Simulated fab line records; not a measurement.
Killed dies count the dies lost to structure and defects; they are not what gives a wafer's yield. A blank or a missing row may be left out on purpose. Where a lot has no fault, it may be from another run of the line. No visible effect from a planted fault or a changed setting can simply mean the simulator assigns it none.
fab line records -- flow sky130
[record] lots = 14, wafers = 42, last_day = 50
route steps=708 shown VT_ADJUST_PCH@152 PAD_OPEN@708
lots with no fault: from the same line, run without faults
start_h: hours from the record's first day to the start of the lot's first wafer shown -- wait_h: hours from the lot's prior step to this one -- " same as the row above -- L1.1+2: a row that stands for several wafers -- - either no value or no given start -- * or withheld: withheld -- < > ~ a bound
route shown NAME@n: NAME is a module with steps in the file, n the number in the route of the first one -- usual: average and standard deviation across the fault-free wafers -- same: alike in all rows -- chamber/n: place in a boat -- sites: per-site readings -- _std_site: the values' standard deviation -- _edge_site: inner sites' mean taken away from outer sites' mean -- radius_mm: how far each site lies from the wafer's centre -- mask NAME#n: copy n -- behind: the most recent tool/chamber to have shaped the wafer -- hold: what put the lot on hold/how long, in hours/how the hold closed -- device: transistor that didn't switch, given as n, p or np -- end of line: tests run on the same wafers once the route is complete -- a step with no rows: only its recipe -- killed: dies that structure and defects cost at the first sort, which is not the same as the wafer's yield -- map: the dies of a wafer, with x for killed, . for not killed, _ for no die there
set.NAME: the setting as run; set.NAME@STEP: as run at that earlier step -- model.NAME: the simulator's own value behind a step, which no gauge read
a sample of lots followed through the steps of the route, with each step as a table and each wafer as a row
services: when a tool's chamber went out of use (start_h, in hours from the record's first day, below 0 if earlier), for how many hours, and the reason
[[steps]]
[step SKY_VT_ADJUST_PCH_STRIP_09]
[recipe] chemistry = O2/N2, power_w = 1400, pressure_mtorr = 1500, platen_temp_c = withheld, o2_flow_sccm = 3000, n2_flow_sccm = 300, overash_fraction = 0.5
[usual] drypump_motor_current_A = 5.8/0.45, o2_flow_sccm = 3001/9.7, oes_product_au = 0.722/0.0052, strip_time_to_endpoint_s = 36.91/0.11
lot.wafer,tool,chamber,start_h,wait_h,drypump_motor_current_A,o2_flow_sccm,oes_product_au,rf_hours_counter_h,strip_time_to_endpoint_s
L426.2,plasma_asher-02,0,230.96,0.1,6.0,2993,0.720,50,36.79
L426.5,plasma_asher-02,0,230.96,0.1,6.0,2989,0.721,-,36.91
L426.6,plasma_asher-02,1,230.96,0.1,5.8,2998,0.725,-,36.93
L428.3,plasma_asher-04,0,238.49,0.1,5.4,3010,0.715,-,37.08
L428.4,plasma_asher-04,1,238.49,0.1,5.7,3000,0.726,-,36.85
L428.5,plasma_asher-04,1,238.49,0.1,5.7,2995,0.720,-,37.09
L427.1,plasma_asher-02,0,242.95,0.1,6.0,2989,0.717,51,36.91
L427.2,plasma_asher-02,1,242.95,0.1,5.9,2997,0.724,51,36.91
L427.5,plasma_asher-02,0,242.95,0.1,6.0,2988,0.718,-,36.96
L429.1,plasma_asher-01,0,251.60,0.1,6.5,3000,0.717,45,36.74
L429.5,plasma_asher-01,0,251.60,0.1,6.6,3004,0.713,-,36.60
L429.6,plasma_asher-01,1,251.60,0.1,5.3,3014,0.716,-,36.81
L431.1,plasma_asher-02,0,265.43,0.1,6.0,2993,0.710,53,36.95
L431.2,plasma_asher-02,1,265.43,0.1,5.8,2993,0.722,53,36.79
L431.3,plasma_asher-02,1,265.43,0.1,5.8,3000,0.722,-,36.92
L433.1,plasma_asher-01,0,284.46,0.1,6.5,3000,0.722,49,37.03
L433.4,plasma_asher-01,1,284.46,0.1,5.3,2990,0.769,-,33.54
L433.5,plasma_asher-01,1,284.46,0.1,5.3,2994,0.772,-,33.61
L435.1,plasma_asher-01,1,290.63,0.1,5.3,3011,0.776,49,33.65
L435.2,plasma_asher-01,0,290.63,0.1,6.5,3001,0.724,49,37.00
L435.3,plasma_asher-01,1,290.63,0.1,5.3,2993,0.782,-,33.70
L440.2,plasma_asher-02,0,336.16,0.1,6.0,3027,0.719,60,37.00
L440.3,plasma_asher-02,0,336.16,0.1,6.0,3015,0.730,-,36.98
L440.4,plasma_asher-02,1,336.16,0.1,5.8,3014,0.723,-,37.02
L442.2,plasma_asher-04,1,346.33,0.1,5.7,2981,0.724,63,36.89
L442.3,plasma_asher-04,1,346.33,0.1,5.7,2993,0.726,-,36.92
L442.6,plasma_asher-04,0,346.33,0.1,5.5,3017,0.727,-,36.89
L443.2,plasma_asher-04,0,354.20,0.1,5.4,3015,0.720,64,36.90
L443.5,plasma_asher-04,0,354.20,0.1,5.4,3012,0.728,-,36.88
L443.6,plasma_asher-04,1,354.20,0.1,5.6,3010,0.718,-,36.93
L446.2,plasma_asher-01,0,379.73,0.1,6.6,2998,0.725,58,36.81
L446.3,plasma_asher-01,0,379.73,0.1,6.5,2998,0.715,-,36.90
L446.4,plasma_asher-01,1,379.73,0.1,5.3,3003,0.717,-,36.87
L447.1,plasma_asher-04,0,387.13,0.1,5.4,2989,0.712,67,36.91
L447.3,plasma_asher-04,1,387.13,0.1,5.7,3008,0.720,-,36.92
L447.6,plasma_asher-04,0,387.13,0.1,5.4,2986,0.718,-,36.96
L448.3,plasma_asher-01,1,389.94,0.1,5.3,3015,0.717,-,36.94
L448.5,plasma_asher-01,0,389.94,0.1,6.6,3002,0.726,-,37.02
L448.6,plasma_asher-01,1,389.94,0.1,5.3,3027,0.721,-,36.84
L449.1,plasma_asher-01,1,401.65,0.1,5.3,3015,0.721,60,36.75
L449.4,plasma_asher-01,1,401.65,0.1,5.3,3008,0.715,-,36.83
L449.6,plasma_asher-01,1,401.65,0.1,5.3,3001,0.725,-,36.85
[step SKY_PAD_OPEN_PROBE_99]
[usual] killed_at_M0_to_M3 = 44/7.9, killed_at_M4_up = 3.1/1.9, killed_at_contacts = 24/4.6, killed_at_front_end = 16/4.9, killed_at_other = 0.3/0.6, killed_dies = 87/9.7, killed_open = 48/7.2, killed_short = 39/5.6
[same] gross_dies = 492, killed_at_back_side = 0
lot.wafer,tool,chamber,start_h,wait_h,killed_at_M0_to_M3,killed_at_M4_up,killed_at_contacts,killed_at_front_end,killed_at_other,killed_dies,killed_open,killed_short
L429.1,prober-01,-,1088.07,0.1,41,8,21,21,0,91,40,51
L429.5,prober-01,-,1088.27,0.2,49,2,21,13,0,85,54,29
L429.6,prober-01,-,1088.32,0.2,43,3,15,19,0,80,47,32
L435.1,prober-01,-,1118.75,0.1,54,2,25,10,0,91,56,35
L435.2,prober-01,-,1118.80,0.1,43,4,16,10,1,74,42,31
L435.3,prober-01,-,1118.85,0.2,50,4,21,21,0,96,54,41
L446.2,prober-01,-,1189.55,0.1,50,4,30,16,0,100,56,41
L446.3,prober-01,-,1189.60,0.2,54,4,23,11,0,92,57,34
L446.4,prober-01,-,1189.65,0.2,42,7,24,14,0,87,55,32
// killed by level:class
L429.1 VIA1:geometric_particle:open=14 CONTACT:geometric_particle:short=8 METAL4:geometric_particle:short=7 FIELD_ISO:geometric_particle:short=6 METAL2:geometric_particle:short=6 POLY_GATE:geometric_particle:open=6 LOCAL_INTERCONNECT:geometric_particle:short=5 METAL1:geometric_particle:short=4
L429.5 VIA1:geometric_particle:open=11 CONTACT:geometric_particle:open=9 VIA3:geometric_particle:open=9 VIA2:geometric_particle:open=8 VIA2:geometric_particle:short=5 POLY_GATE:geometric_particle:open=4 LI_CONTACT:geometric_particle:open=4 METAL2:geometric_particle:short=4
L429.6 VIA1:geometric_particle:open=11 POLY_GATE:geometric_particle:open=6 VIA2:geometric_particle:open=6 METAL1:geometric_particle:short=6 VIA3:geometric_particle:open=6 FIELD_ISO:geometric_particle:open=4 FIELD_ISO:geometric_particle:short=4 LOCAL_INTERCONNECT:geometric_particle:short=4
L435.1 VIA1:geometric_particle:open=14 LI_CONTACT:geometric_particle:open=9 CONTACT:geometric_particle:open=9 VIA2:geometric_particle:open=9 METAL2:geometric_particle:short=8 POLY_GATE:geometric_particle:short=5 CONTACT:geometric_particle:short=5 METAL1:geometric_particle:short=5
L435.2 VIA1:geometric_particle:open=11 VIA3:geometric_particle:open=7 CONTACT:geometric_particle:open=6 VIA1:geometric_particle:short=6 LOCAL_INTERCONNECT:geometric_particle:short=4 METAL2:geometric_particle:short=4 POLY_GATE:geometric_particle:open=3 LI_CONTACT:geometric_particle:open=3
L435.3 VIA1:geometric_particle:open=18 LI_CONTACT:geometric_particle:open=8 CONTACT:geometric_particle:open=7 VIA2:geometric_particle:open=7 POLY_GATE:geometric_particle:short=6 FIELD_ISO:geometric_particle:short=5 VIA3:geometric_particle:open=5 METAL2:geometric_particle:short=5
L446.2 VIA1:geometric_particle:open=21 CONTACT:geometric_particle:open=10 LI_CONTACT:geometric_particle:open=8 FIELD_ISO:geometric_particle:open=5 FIELD_ISO:geometric_particle:short=5 LOCAL_INTERCONNECT:geometric_particle:short=5 VIA1:geometric_particle:short=5 VIA2:geometric_particle:open=5
L446.3 VIA1:geometric_particle:open=14 VIA2:geometric_particle:open=14 CONTACT:geometric_particle:open=9 LI_CONTACT:geometric_particle:open=7 METAL1:geometric_particle:short=6 METAL1:geometric_particle:open=6 FIELD_ISO:geometric_particle:short=4 FIELD_ISO:geometric_particle:open=4
L446.4 VIA2:geometric_particle:open=10 LI_CONTACT:geometric_particle:open=9 VIA1:geometric_particle:open=8 CONTACT:geometric_particle:open=8 METAL4:geometric_particle:short=7 METAL1:geometric_particle:open=5 METAL2:geometric_particle:short=5 FIELD_ISO:geometric_particle:open=4
[[services]]
tool,chamber,start_h,hours,kind
plasma_asher-01,-,250.29,1.3,repair
plasma_asher-04,-,259.11,28.1,pm
plasma_asher-02,-,316.56,2.4,repair
plasma_asher-04,-,378.52,4.3,pm
plasma_asher-02,-,397.00,0.6,repair
[[key]]
[first_sign] step = SKY_VT_ADJUST_PCH_STRIP_09, reading = strip_time_to_endpoint_s, direction = down, sigmas = 31, usual = *, struck = *
[effect] step = SKY_VT_ADJUST_PCH_STRIP_09, reading = oes_product_au, direction = up, sigmas = 10, usual = 0.722, struck = 0.775
met_at SKY_VT_ADJUST_PCH_STRIP_09
struck_lots L433,L435
struck_wafers L433.4,L433.5,L435.1,L435.3
tester_left_out L433,L435
onset_between 251.60 284.46
[fault] kind = process_parameter_drift, tool = plasma_asher-01, chamber = 1, onset_h = 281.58, steps = SKY_VT_ADJUST_PCH_STRIP_09, channel = power_w, offset = *, shape = step, end_h = 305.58, acts_in = *, stated = *
// tester_left_out: of these lots the tester's yield and bins aren't shown, on N5 and GAA mostly nor the transistor test; their killed dies are dies lost to structure and defects alone, not to doping, threshold or leakage, so they don't give the yield
